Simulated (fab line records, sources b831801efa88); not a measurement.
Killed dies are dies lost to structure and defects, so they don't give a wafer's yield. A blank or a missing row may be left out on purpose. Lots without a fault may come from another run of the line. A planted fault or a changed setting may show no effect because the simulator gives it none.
fab line records | flow sky130
record lots=13 wafers=39 last_day=49
route steps=708 shown FIELD_ISO@24 VT_ADJUST_HVTP@94 POLY_GATE@230 LDD_P@266 PAD_OPEN@708
lots that met no fault: from a run of the same line without faults
start_h: hours from the record's first day to the start of the lot's first wafer shown | wait_h: hours since the lot's step before | " the same as in the row above | L1.1+2: a row that stands for several wafers | - no value, or no start given | * or withheld: withheld | < > ~ a bound
route shown NAME@n: a module of which the file shows steps, and the number in the route of the first | usual: mean/standard deviation of fault-free wafers | same: alike in all rows | chamber/n: place in a boat | sites: the reading at each site | _std_site: their standard deviation | _edge_site: outer sites' mean less inner sites' | radius_mm: how far each site lies from the wafer's centre | mask NAME#n: copy n | behind: the tool/chamber that last shaped the wafer | hold: why the lot was held/for how many hours/how that ended | device: the transistor (n, p or np) that didn't switch | end of line: the same wafers' tests at the end of the route | a step without rows: its recipe alone | killed: dies lost to structure and defects at the first sort, not the wafer's yield | map: a wafer's dies, x killed, . not, _ none there
set.NAME: the setting as run; set.NAME@STEP: as run at that earlier step | model.NAME: the simulator's own value behind a step, which no gauge read
steps of the route over a sample of lots; a table a step, a row a wafer
services: from which hour (start_h, from the record's first day; less than 0 if before it) a tool's chamber was out of use, for how many hours, and why
## steps
# step SKY_FIELD_ISO_THK_MEAS_23
# recipe reads=SiO2_of_FIELD_ISO_OXIDATION_22
# usual FIELD_ISO_OXIDATION_01_THK=9.94/0.19
# columns lot.wafer tool chamber start_h wait_h FIELD_ISO_OXIDATION_01_THK[nm]
L247.1 film_metro-04 - 37.47 0.0 9.97
L247.5 " - " " 9.90
L247.6 " - " " 9.88
L248.2 film_metro-04 - 45.77 0.0 9.94
L248.3 " - " " 9.96
L248.5 " - " " 9.85
L249.1 film_metro-03 - 49.97 0.0 10.12
L249.4 " - " " 10.24
L249.5 " - " " 10.42
L250.1 film_metro-04 - 54.00 0.0 10.03
L250.4 " - " " 9.93
L250.6 " - " " 9.81
L252.3 film_metro-02 - 64.95 0.0 10.02
L252.5 " - " " 9.87
L252.6 " - " " 9.97
L258.1 film_metro-04 - 93.78 0.0 9.71
L258.2 " - " " 9.71
L258.5 " - " " 9.82
L259.1 film_metro-02 - 99.98 0.0 10.35
L259.2 " - " " 10.03
L259.4 " - " " 10.30
L260.2 film_metro-04 - 104.22 0.0 9.84
L260.3 " - " " 9.81
L260.6 " - " " 10.05
L261.4 film_metro-04 - 112.79 0.0 9.71
L261.5 " - " " 9.77
L261.6 " - " " 9.80
L262.1 film_metro-04 - 120.52 0.0 9.98
L262.2 " - " " 9.68
L262.5 " - " " 9.84
L265.1 film_metro-04 - 130.77 0.0 9.45
L265.2 " - " " 9.46
L265.6 " - " " 9.38
L267.2 film_metro-04 - 138.52 0.0 9.93
L267.4 " - " " 9.98
L267.5 " - " " 10.02
L266.1 film_metro-04 - 139.76 0.0 10.19
L266.5 " - " " 10.00
L266.6 " - " " 10.03
# step SKY_VT_ADJUST_HVTP_IMPLANT_09
# recipe species=As energy_kev=150 dose_cm2=4.3e+12 tilt_deg=withheld
# usual beam_energy_keV=150.01/0.044
# columns lot.wafer tool chamber start_h wait_h beam_energy_keV
L247.1 implanter-02 0 128.67 0.0 150.00
L247.5 " 0 " " 149.97
L247.6 " 0 " " 150.00
L248.2 implanter-04 0 142.19 0.0 149.98
L248.3 " 0 " " 149.98
L248.5 " 0 " " 149.97
L249.1 implanter-02 0 145.19 0.0 150.02
L249.4 " 0 " " 150.00
L249.5 " 0 " " 150.03
L250.1 implanter-01 0 148.69 0.0 149.94
L250.4 " 0 " " 149.93
L250.6 " 0 " " 150.04
L252.3 implanter-02 0 161.79 0.1 149.97
L252.5 " 0 " " 150.02
L252.6 " 0 " " 149.94
L258.1 implanter-02 0 196.04 0.0 159.89
L258.2 " 0 " " 159.91
L258.5 " 0 " " 159.88
L259.1 implanter-02 0 206.14 0.0 159.90
L259.2 " 0 " " 159.90
L259.4 " 0 " " 159.89
L260.2 implanter-04 0 214.09 0.0 150.05
L260.3 " 0 " " 150.08
L260.6 " 0 " " 150.00
L261.4 implanter-04 0 229.59 0.1 149.98
L261.5 " 0 " " 150.08
L261.6 " 0 " " 150.05
L262.1 implanter-04 0 233.47 0.0 150.00
L262.2 " 0 " " 150.00
L262.5 " 0 " " 150.00
L265.1 implanter-04 0 244.04 0.0 150.06
L265.2 " 0 " " 150.03
L265.6 " 0 " " 149.99
L267.2 implanter-01 0 249.81 0.0 150.05
L267.4 " 0 " " 150.08
L267.5 " 0 " " 150.02
L266.1 implanter-01 0 251.84 0.0 150.03
L266.5 " 0 " " 150.00
L266.6 " 0 " " 150.01
# step SKY_POLY_GATE_ETCH_16
# recipe stop_on=poly-Si chemistry=CH3F/O2 target=Si3N4 source_w=400 bias_w=80 pressure_mtorr=25 ch3f_flow_sccm=40 O2_flow_sccm=30 time_s=147.5 target_depth_a=750
# usual drypump_motor_current_A=5.7/0.47 oes_product_au=0.639/0.0058 throttle_valve_pct=10.535/0.0082
# columns lot.wafer tool chamber start_h wait_h drypump_motor_current_A oes_product_au rf_hours_counter_h throttle_valve_pct
L247.1 rie_diel-04 1 383.36 0.0 5.6 0.643 4 10.543
L247.5 " 0 " " 4.9 0.645 - 10.524
L247.6 " 1 " " 5.6 0.641 - 10.534
L248.2 rie_diel-04 1 396.33 0.0 5.6 0.640 5 10.523
L248.3 " 0 " " 5.0 0.645 2 10.549
L248.5 " 0 " " 4.9 0.638 - 10.528
L249.1 rie_diel-01 1 401.55 0.0 5.5 0.640 54 10.527
L249.4 " 2 " " 5.9 0.638 98 10.526
L249.5 " 1 " " 5.6 0.646 - 10.532
L250.1 rie_diel-04 3 409.16 0.0 5.8 0.636 4 10.541
L250.4 " 2 " " 6.0 0.641 3 10.523
L250.6 " 2 " " 6.0 0.648 - 10.533
L252.3 rie_diel-04 1 424.61 0.0 5.6 0.644 5 10.538
L252.5 " 0 " " 4.9 0.639 - 10.539
L252.6 " 3 " " 5.8 0.639 - 10.537
L258.1 rie_diel-01 3 478.60 0.0 5.9 0.642 5 10.534
L258.2 " 1 " " 5.5 0.633 55 10.539
L258.5 " 1 " " 5.6 0.635 - 10.525
L259.1 rie_diel-01 1 487.35 0.0 5.5 0.638 56 10.536
L259.2 " 0 " " 6.1 0.635 1 10.534
L259.4 " 1 " " 5.6 0.637 - 10.545
L260.2 rie_diel-01 0 500.66 0.0 6.1 0.641 1 10.525
L260.3 " 1 " " 5.5 0.630 56 10.543
L260.6 " 3 " " 5.9 0.635 - 10.546
L261.4 rie_diel-02 2 516.45 0.0 5.1 0.641 5 10.541
L261.5 " 1 " " 6.0 0.645 - 10.533
L261.6 " 0 " " 6.6 0.643 - 10.539
L262.1 rie_diel-04 3 524.21 0.0 5.8 0.637 6 10.531
L262.2 " 2 " " 6.0 0.643 4 10.540
L262.5 " 2 " " 6.0 0.641 - 10.532
L265.1 rie_diel-02 1 539.62 0.0 6.0 0.635 3 10.531
L265.2 " 0 " " 6.6 0.648 6 10.533
L265.6 " 1 " " 6.0 0.639 - 10.546
L267.2 rie_diel-01 1 542.50 0.0 5.6 0.637 57 10.544
L267.4 " 2 " " 5.9 0.651 1 10.543
L267.5 " 2 " " 6.0 0.654 - 10.537
L266.1 rie_diel-01 2 547.21 0.0 5.9 0.641 1 10.538
L266.5 " 1 " " 5.6 0.649 - 10.537
L266.6 " 0 " " 6.1 0.640 - 10.549
# step SKY_LDD_P_TW_MEAS_11
# usual LDD_P_TW=634/5.3
# columns lot.wafer tool chamber start_h wait_h LDD_P_TW
L247.1 film_metro-03 - 446.77 0.1 634
L247.5 " - " " 638
L247.6 " - " " 634
L248.2 film_metro-01 - 461.73 0.1 637
L248.3 " - " " 635
L248.5 " - " " 635
L249.1 film_metro-01 - 467.27 0.1 637
L249.4 " - " " 644
L249.5 " - " " 641
L250.1 film_metro-03 - 474.17 0.1 631
L250.4 " - " " 634
L250.6 " - " " 637
L252.3 film_metro-02 - 489.34 0.1 627
L252.5 " - " " 624
L252.6 " - " " 629
L258.1 film_metro-01 - 544.08 0.1 640
L258.2 " - " " 646
L258.5 " - " " 641
L259.1 film_metro-03 - 551.46 0.1 637
L259.2 " - " " 634
L259.4 " - " " 636
L260.2 film_metro-03 - 565.04 0.1 635
L260.3 " - " " 633
L260.6 " - " " 636
L261.4 film_metro-03 - 581.71 0.1 635
L261.5 " - " " 634
L261.6 " - " " 638
L262.1 film_metro-02 - 588.38 0.1 633
L262.2 " - " " 628
L262.5 " - " " 630
L265.1 film_metro-03 - 604.91 0.1 633
L265.2 " - " " 635
L265.6 " - " " 636
L267.2 film_metro-02 - 607.43 0.1 629
L267.4 " - " " 631
L267.5 " - " " 629
L266.1 film_metro-02 - 611.70 0.1 630
L266.5 " - " " 628
L266.6 " - " " 627
# step SKY_PAD_OPEN_PROBE_99
# usual killed_at_M0_to_M3=42/7.5 killed_at_M4_up=3.2/1.7 killed_at_contacts=24/5.1 killed_at_front_end=15/4.1 killed_at_other=0.3/0.58 killed_dies=85/8.9 killed_open=46/6.4 killed_short=39/6
# same gross_dies=492 killed_at_back_side=0
# columns lot.wafer tool chamber start_h wait_h killed_at_M0_to_M3 killed_at_M4_up killed_at_contacts killed_at_front_end killed_at_other killed_dies killed_open killed_short
L258.1 prober-01 - 1151.43 0.1 51 5 27 12 0 95 50 45
L258.2 prober-01 - 1151.48 0.1 48 3 18 11 1 81 45 34
L258.5 prober-01 - 1151.63 0.2 28 4 24 19 2 77 41 35
# killed by level:class
L258.1 LI_CONTACT:geometric_particle:open=10 VIA2:geometric_particle:open=10 VIA1:geometric_particle:open=9 METAL1:geometric_particle:short=8 CONTACT:geometric_particle:open=6 VIA3:geometric_particle:short=5 LOCAL_INTERCONNECT:geometric_particle:short=4 CONTACT:geometric_particle:short=4
L258.2 VIA3:geometric_particle:open=9 VIA1:geometric_particle:short=8 VIA1:geometric_particle:open=8 CONTACT:geometric_particle:short=7 METAL2:geometric_particle:short=6 CONTACT:geometric_particle:open=6 VIA2:geometric_particle:open=6 METAL1:geometric_particle:open=4
L258.5 LI_CONTACT:geometric_particle:open=7 VIA1:geometric_particle:open=7 POLY_GATE:geometric_particle:short=6 CONTACT:geometric_particle:open=6 VIA3:geometric_particle:open=5 FIELD_ISO:geometric_particle:open=4 METAL1:geometric_particle:short=4 VIA2:geometric_particle:open=4
## services
# columns tool chamber start_h hours kind
rie_diel-04 1 107.67 14.3 repair
rie_diel-01 3 121.59 2.8 repair
implanter-04 - 122.06 4.0 pm
rie_diel-01 1 124.57 8.0 repair
implanter-02 - 145.40 4.6 repair
implanter-02 - 180.64 0.8 repair
implanter-04 - 246.75 4.5 repair
rie_diel-01 2 288.08 14.1 repair
implanter-02 - 310.71 5.7 pm
implanter-02 - 318.65 1.3 repair
implanter-01 - 340.26 11.3 pm
rie_diel-04 - 344.95 2.8 pm
rie_diel-04 0 355.40 3.1 repair
rie_diel-01 1 371.19 8.6 repair
rie_diel-01 0 406.02 4.5 repair
rie_diel-04 0 411.59 6.0 repair
rie_diel-04 2 419.45 7.6 repair
rie_diel-01 0 420.25 16.6 repair
rie_diel-04 2 445.03 1.3 repair
implanter-04 - 486.62 13.7 pm
implanter-02 - 506.46 3.9 repair
rie_diel-01 - 514.44 2.8 pm
rie_diel-04 1 519.31 2.9 repair
implanter-04 - 534.69 2.9 pm
## key
first_sign step=SKY_VT_ADJUST_HVTP_IMPLANT_09 reading=beam_energy_keV direction=up sigmas=99+ usual=* struck=*
effect none on later readings
met_at SKY_VT_ADJUST_HVTP_IMPLANT_09
struck_lots L258,L259
tester_left_out L258,L259
not_acting_at SKY_FIELD_ISO_THK_MEAS_23,SKY_POLY_GATE_ETCH_16,SKY_LDD_P_TW_MEAS_11
onset_between 161.79 196.04
fault kind=process_parameter_drift tool=implanter-02 chamber=- onset_h=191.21 steps=SKY_VT_ADJUST_HVTP_IMPLANT_09 channel=energy_kev offset=* shape=step end_h=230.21 acts_in=* stated=*
# tester_left_out: of these lots the tester's yield and bins aren't shown, on N5 and GAA mostly nor the transistor test; their killed dies are dies lost to structure and defects alone, not to doping, threshold or leakage, so they don't give the yield
